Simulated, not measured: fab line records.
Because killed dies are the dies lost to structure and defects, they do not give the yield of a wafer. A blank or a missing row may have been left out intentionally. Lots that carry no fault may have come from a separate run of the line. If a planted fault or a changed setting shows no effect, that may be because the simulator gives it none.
Struck lot and sound lot, side by side + flow sky130 + 15 out of 708 route steps
Sound: the wafers L562.1, L562.2, L562.4. Wafers L564.1, L564.2, L564.6 were the ones struck. Last of all comes the cause.
For every step that has rows: the tool of each side, followed by ch and its chambers, followed by its first start. Under that, the readings that differ: sound wafers + struck wafers + difference of the means + sigmas: that difference in standard deviations of wafers without a fault.
alike: readings whose means differ by less than 2 such deviations, and words and numbers that are the same on both sides. not compared: withheld readings, readings that some wafer has no value for, bounds like >300 that may hide the same value, and numbers for which the record gives no deviation and whose values overlap.
Wherever a step has rows on one side only, a row that says differs or no value, or a row with sigmas, the two part there. Numbers that don't overlap but have no deviation are shown without sigmas and don't part them. A reading missing from all wafers of one side parts the sides only when that side holds two or more wafers.

first, 3 steps without rows for these wafers: SKY_SD_P_EXPOSE_04 (exposes mask PSDM, target cd 380 nm); SKY_SD_P_PEB_05; SKY_SD_P_DEVELOP_06 (develop time 60 s).
SKY_SD_P_CD_MEAS_07: the cd target is 380 nm.
  sound on cd sem-02 at day 26 12:28; struck on cd sem-02 at day 27 05:46
  alike: cd nm
SKY_SD_P_OVL_MEAS_08:
  sound on overlay-01 at day 26 12:35; struck on overlay-02 at day 27 05:53
  alike: SD_P_OVL
then, 1 step without rows for these wafers: SKY_SD_P_IMPLANT_09.
SKY_SD_P_STRIP_10: strips in O2/N2.
  sound on plasma asher-03 ch 0,1, day 26 12:46; struck on plasma asher-04 ch 0,1, day 27 06:04
  alike: chamber pressure mTorr, drypump motor current A, oes product au, strip time to endpoint s
  not compared: rf hours counter h
SKY_SD_P_TW_MEAS_11:
  sound on film metro-03 at day 26 12:52; struck on film metro-02 at day 27 06:10
  alike: SD_P_TW
then, 4 steps without rows for these wafers: SKY_RES_XHIGH_DEHYDRATE_00 (time 60 s); SKY_RES_XHIGH_HMDS_01 (prime time 60 s); SKY_RES_XHIGH_COAT_02 (resist thk 1140 nm); SKY_RES_XHIGH_SOFTBAKE_03 (time 60 s).
SKY_RES_XHIGH_EXPOSE_04: exposes mask URPM, target cd 1270 nm.
  sound on iline stepper-01 ch 0, day 27 03:10; struck on iline stepper-01 ch 0, day 27 21:04
| reading                           | sound                | struck            | difference | sigmas |
|-----------------------------------|----------------------|-------------------|------------|--------|
| model.RES_XHIGH.overlay x nm (nm) | 0.9815 0.9815 0.9815 | 181.5 181.5 181.5 | +180.5     |        |
  alike: mask, reticle temp C
then, 1 step without rows for these wafers: SKY_RES_XHIGH_PEB_05.
SKY_PAD_OPEN_PROBE_99:
  the record holds rows for the sound wafers here (prober-01, day 46 12:22) but none for the struck ones

== WHERE THEY PART ==
SKY_PAD_OPEN_PROBE_99 only, going by this record.

WHY: what had been put in by the simulator
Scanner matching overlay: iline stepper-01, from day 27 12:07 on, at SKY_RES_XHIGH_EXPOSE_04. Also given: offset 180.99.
